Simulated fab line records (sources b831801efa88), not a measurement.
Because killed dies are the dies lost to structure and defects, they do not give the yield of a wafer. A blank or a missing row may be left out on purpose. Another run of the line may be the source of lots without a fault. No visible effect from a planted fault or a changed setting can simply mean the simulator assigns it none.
Problem report, 8D (eight disciplines) form, completed by code | flow sfqLine | the parts of the form that need people (team, actions taken, sign-off) are left out

1. PROBLEM STATEMENT
thkNm at SFQ_TRILAYER_I1_METRO_MEASURE_047 reads a mean of 215.3 nm on 5 wafers of 3 lots; wafers without a fault read 200.4 nm with a standard deviation of 0.89. Measured from the usual mean, that is +17 standard deviations.
Seen first at day 27 11:40 on filmMetro-02, wafer L463.3. Wafers with a number at this step in the record: 45, from 15 lots. Rule for "out" (also "out of limits"): further than 4 standard deviations from the usual mean. The other wafers with a number count as sound.

2. WHAT IT IS AND WHAT IT IS NOT
question                    | is                                     | is not
which readings at this step | thkNm                                  | -
which lots                  | L463, L465, L467                       | L449, L450, L451, L452, L453, L455, L457, L460, L461, L462, L468, L470
which wafers of those lots  | L463.3, L463.4, L465.3, L465.4, L467.4 | L463.5, L465.2, L467.2, L467.5
read on which tools         | filmMetro-02                           | filmMetro-01, filmMetro-04
when                        | from day 27 11:40                      | up to then (31 sound wafers); but 9 sound wafers of L465, L467, L468, L470 came after

3. WHAT RULES OUT EACH SUSPECT
Counting: if a tool at a process step up to the reading ran every lot that is out, it stays a suspect. Sound lots after the first of them don't rule it out here, since some wafers of a struck lot are sound.
- cmp-01 at SFQ_TRILAYER_I1_CMP_CMP_046 (polishes SiO2): kept. It ran every lot that is out, first L463 (day 27 08:39); its last sound lot up to then is L462 (day 27 05:39).
- filmMetro-02 at SFQ_TRILAYER_I1_METRO_MEASURE_047: kept. It ran every lot that is out, first L463 (day 27 11:40); its last sound lot up to then is L462 (day 27 08:28). On those wafers its own readings are out: thkNm.
Remaining after the count are cmp-01 at SFQ_TRILAYER_I1_CMP_CMP_046 and filmMetro-02 at SFQ_TRILAYER_I1_METRO_MEASURE_047.

4. THE CAUSE (what the simulator had put in)
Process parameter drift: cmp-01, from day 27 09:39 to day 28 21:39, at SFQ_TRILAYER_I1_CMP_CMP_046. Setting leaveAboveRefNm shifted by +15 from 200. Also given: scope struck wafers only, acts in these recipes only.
This tool is one of the 2 suspects left after counting.

5. THE EFFECT CHAIN, in route order
One row per reading whose mean, taken over the struck wafers that have a number, lies over 3 standard deviations from the usual. Readings are gone through only where the record gives a usual standard deviation; hours: the median, over the lots, of the time from a lot's start at the first step in this table giving one to that lot's start at this step; sigmas: the change measured in usual standard deviations.
hours | step                                  | reading      | usual      | on struck wafers | change | sigmas
0     | SFQ_TRILAYER_I1_METRO_MEASURE_047     | thkNm        | 200.4 nm   | 215.3            | +14.9  | +17
133   | SFQ_TRILAYER_I1_VIA_ETCH_VIA_ETCH_052 | oesProductAu | 0.856 a.u. | 0.889            | +0.033 | +6.6
The process steps in it:
- SFQ_TRILAYER_I1_METRO_MEASURE_047
- SFQ_TRILAYER_I1_VIA_ETCH_VIA_ETCH_052: etches SiO2 in CHF3, stops on Nb, target depth 260 nm.

6. WHAT WOULD HAVE CAUGHT IT SOONER
The fault began at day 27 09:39; the first out-of-limits reading in this record came at day 27 11:40, 2 hours later.
Of the tool readings at SFQ_TRILAYER_I1_CMP_CMP_046 for which the record gives a usual standard deviation, none was out on any struck wafer, so an alarm limit of 4 standard deviations on them would not have fired.
Of the lots that are out (3), L467 began SFQ_TRILAYER_I1_CMP_CMP_046 on cmp-01 after day 27 11:40. It would have been spared by a hold on the tool at that moment.
